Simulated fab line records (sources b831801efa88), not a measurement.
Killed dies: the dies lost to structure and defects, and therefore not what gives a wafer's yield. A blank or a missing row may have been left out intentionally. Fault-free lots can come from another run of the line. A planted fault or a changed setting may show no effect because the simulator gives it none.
Matching of chambers ; flow sky130 ; SKY_CONTACT_CMP_27 on cmp-02: 4 sister chambers
The step polishes, stops on SiO2, t overpolish 15 s, target thk 0 nm. 14 wafers are shown with their chamber, then 7 later ones without.

== WAFERS WITH THEIR CHAMBER ==
wafer;chamber;motor-current-A (A);edge-zone-pressure-frac;time-to-endpoint-s (s)
L080.1;2;10.4;1.005;77.6
L080.3;3;9.7;1.003;83.3
L080.6;3;9.3;0.997;82.6
L086.3;1;11.2;1.003;82.0
L086.4;3;9.2;0.999;82.3
L086.6;3;9.2;1.002;81.7
L088.2;2;11.8;0.997;80.9
L088.4;0;11.9;0.989;77.8
L088.6;2;11.4;1.001;81.3
L090.3;2;11.2;0.999;81.5
L090.5;3;9.3;0.999;84.5
L090.6;0;12.0;1.001;84.6
L092.1;1;11.4;1.001;83.3
L092.3;0;12.3;1.000;85.1

SIGNATURES (averages over the wafers above)
reading;chamber 0;chamber 1;chamber 2;chamber 3;scatter within a chamber
motor-current-A;12.067;11.300;11.200;9.340;0.363
edge-zone-pressure-frac;0.99667;1.00200;1.00050;1.00000;0.00387
time-to-endpoint-s;82.500;82.650;80.325;82.880;2.21
Rule: a wafer lies at a distance from a chamber equal to the root of the sum of squares, over the readings, of (its reading less the chamber's mean, divided by the reading's scatter). The wafer belongs to the nearest chamber; if the next one is less than 2 further off, it can't be placed. The scatter: the root of (the sum of the squares of (reading less its chamber's mean) over the shown wafers, divided by (wafers less chambers)).

== WAFERS WITHOUT THEIR CHAMBER ==
wafer;motor-current-A (A);edge-zone-pressure-frac;time-to-endpoint-s (s)
L092.5;11.0;0.990;81.0
L094.1;9.4;0.999;84.7
L094.4;12.2;1.010;83.6
L094.6;9.5;1.001;82.2
L096.1;11.2;1.000;84.8
L096.3;10.8;0.997;84.3
L096.4;8.9;1.008;87.4

== CHAMBER TAKEN BY EACH ==
wafer;from the rows above;in truth
L092.5;can't be placed: 2 or 1 or 0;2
L094.1;3;3
L094.4;can't be placed: 1 or 0 or 2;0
L094.6;3;3
L096.1;can't be placed: 1 or 2 or 0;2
L096.3;can't be placed: 1 or 2 or 0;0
L096.4;3;3
Correct placement for 3 of the 7. These rows do not allow placing 4 (true chamber among the candidates in 4). 0 placed wrongly.
